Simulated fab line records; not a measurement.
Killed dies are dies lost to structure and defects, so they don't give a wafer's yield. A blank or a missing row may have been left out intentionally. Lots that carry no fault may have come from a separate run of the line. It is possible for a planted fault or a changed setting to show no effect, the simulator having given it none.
Chamber matching || flow gf180mcu || 4 sister chambers for GF_STI_CMP_25 on cmp-01
The step polishes, stops on Si3N4, t overpolish 33 s, target thk 524.6 nm. 4 wafers are shown with their chamber, then 8 later ones without.

## EACH WAFER AND ITS CHAMBER
{"wafer": "L859.1", "chamber": 3, "motorCurrentA (A)": 12.9}
{"wafer": "L859.6", "chamber": 0, "motorCurrentA (A)": 10.8}
{"wafer": "L861.6", "chamber": 1, "motorCurrentA (A)": 12.5}
{"wafer": "L867.1", "chamber": 2, "motorCurrentA (A)": 11.4}

## WAFERS MISSING THEIR CHAMBER
{"wafer": "L867.3", "motorCurrentA (A)": 12.9}
{"wafer": "L867.5", "motorCurrentA (A)": 13.6}
{"wafer": "L873.1", "motorCurrentA (A)": 10.4}
{"wafer": "L873.3", "motorCurrentA (A)": 12.8}
{"wafer": "L873.5", "motorCurrentA (A)": 12.4}
{"wafer": "L875.1", "motorCurrentA (A)": 13.1}
{"wafer": "L875.3", "motorCurrentA (A)": 12.4}
{"wafer": "L875.5", "motorCurrentA (A)": 9.8}

## EACH ONE'S CHAMBER
{"wafer": "L867.3", "from the rows above": "can't be placed: 3 or 1", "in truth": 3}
{"wafer": "L867.5", "from the rows above": "can't be placed: 3 or 1", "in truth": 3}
{"wafer": "L873.1", "from the rows above": "can't be placed: 0 or 2", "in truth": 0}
{"wafer": "L873.3", "from the rows above": "can't be placed: 3 or 1", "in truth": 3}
{"wafer": "L873.5", "from the rows above": "can't be placed: 1 or 3 or 2", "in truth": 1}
{"wafer": "L875.1", "from the rows above": "can't be placed: 3 or 1", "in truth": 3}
{"wafer": "L875.3", "from the rows above": "can't be placed: 1 or 3 or 2", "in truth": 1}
{"wafer": "L875.5", "from the rows above": "can't be placed: 0 or 2", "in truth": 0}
0 of 8 placed correctly. These rows do not allow placing 8 (true chamber among the candidates in 8). 0 placed wrongly.
How it was worked out, from the rows above alone: a wafer's distance from a chamber is the root of the sum, over the readings, of the square of ((its reading less the chamber's mean) divided by the reading's scatter). If the next closest chamber is less than 2 further off than the closest, the wafer can't be placed; otherwise it belongs to the closest. The mean given for a chamber averages the wafers shown for that chamber. The scatter: with one shown wafer a chamber, the root of the mean of the squares of how far each hidden wafer lies from its nearest shown one.
